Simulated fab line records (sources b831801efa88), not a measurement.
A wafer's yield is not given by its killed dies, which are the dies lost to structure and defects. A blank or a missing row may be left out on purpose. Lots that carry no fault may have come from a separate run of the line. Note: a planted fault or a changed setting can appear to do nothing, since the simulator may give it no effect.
Comparing a struck lot with a sound one -- flow sky130 -- 15 steps out of a route of 708
Sound: these wafers, L400.1, L400.5, L400.6. Struck: wafers L408.1, L408.4 (left out: L408.2, a lot-mate that was not struck); the cause follows at the end.
Each step with rows lists, per side, the tool, then ch with its chambers, then its first start. Under that, the readings that differ: sound wafers -- struck wafers -- difference of the means -- sigmas: that difference in standard deviations of wafers without a fault.
alike: readings whose means differ by less than 2 such deviations, and words and numbers that are the same on both sides. not compared: withheld readings, readings that some wafer has no value for, bounds like >300 that may hide the same value, and numbers for which the record gives no deviation and whose values overlap.
Wherever a step has rows on one side only, a row that says differs or no value, or a row with sigmas, the two part there. Non-overlapping numbers with no deviation appear without sigmas and do not part them. A reading missing from all wafers of one side parts the sides only when that side holds two or more wafers.

SKY_CAPM_SPUTTER_02: material TiN, target thk 200 nm, time 166.7 s.
  struck on pvd-sputter-04, day 41 16:26; sound on pvd-sputter-02, day 39 09:49
  alike: throttle-valve-pct
SKY_CAPM_RS_MEAS_03: the measuring method here is four-point-probe.
  struck on film-metro-03, day 41 16:33; sound on film-metro-02, day 39 09:56
  alike: CAPM_TIN_RS
SKY_CAPM_THK_MEAS_04: measures by xrf.
  struck on film-metro-03, day 41 16:40; sound on film-metro-02, day 39 10:03
reading,sound,struck,difference,sigmas
CAPM_TIN_THK (nm),200.6 202.4 201.0,197.4 196.3,-4.5,-2
then, 7 steps without rows for these wafers: SKY_CAPM_DEHYDRATE_05 (time 60 s); SKY_CAPM_HMDS_06 (prime time 60 s); SKY_CAPM_COAT_07 (resist thk 1140 nm); SKY_CAPM_SOFTBAKE_08 (time 60 s); SKY_CAPM_EXPOSE_09 (exposes mask CAPM, target cd 1000 nm); SKY_CAPM_PEB_10; SKY_CAPM_DEVELOP_11 (develop time 60 s).
SKY_CAPM_OVL_MEAS_12:
  struck on overlay-02, day 42 14:56; sound on overlay-02, day 40 09:19
  alike: CAPM_OVL
SKY_CAPM_METAL_ETCH_13: etches TiN in Cl2/BCl3, stops on SiO2, target depth 220 nm, time 62.9 s.
  sound on rie-metal-03 ch 0,1, day 40 09:22; struck on rie-metal-01 ch 0, day 42 14:59
reading,sound,struck,difference,sigmas
drypump-motor-current-A (A),5.0 5.0 5.5,6.2 6.1,+1.0,+2
  alike: he-backside-leak-sccm, oes-product-au, rf-fwd-power-W, throttle-valve-pct
  not compared: rf-hours-counter-h
SKY_CAPM_STRIP_14: strips in O2/N2.
  sound on plasma-asher-01 ch 0,1, day 40 09:26; struck on plasma-asher-01 ch 0, day 42 15:04
reading,sound,struck,difference,sigmas
n2-flow-sccm (sccm),298.6 299.4 299.9,360.9 361.1,+61.7,+70
  alike: drypump-motor-current-A, oes-product-au, strip-time-to-endpoint-s
  not compared: rf-hours-counter-h
then, 1 step without rows for these wafers: SKY_CAPM_STRIP_15 (strips in post etch residue remover, time 1200 s).
-- the record jumps here: 7 days lie between the struck wafers' starts before and after (it left off in module CAPM and takes up again in module PAD_OPEN, whose first step shown is number 708 of the route) --
SKY_PAD_OPEN_PROBE_99:
  struck on prober-02, day 49 23:53; sound on prober-02, day 48 02:48
  alike: defect-limited-yield, killed_at_M0_to_M3, killed_at_M4_up, killed-at-contacts, killed-at-front-end, killed-at-other, killed-dies, killed-open, killed-short, sort_bin_3_pad_short, sort_bin_5_function, sort_bin_6_memory, sort-n-pass, sort-yield-pct

## WHERE THEY PART
Earliest at SKY_CAPM_THK_MEAS_04; latest, in this record, at SKY_CAPM_STRIP_14. Later steps at which nothing parts them and some readings are alike: SKY_PAD_OPEN_PROBE_99.

WHY: what the simulator had put in
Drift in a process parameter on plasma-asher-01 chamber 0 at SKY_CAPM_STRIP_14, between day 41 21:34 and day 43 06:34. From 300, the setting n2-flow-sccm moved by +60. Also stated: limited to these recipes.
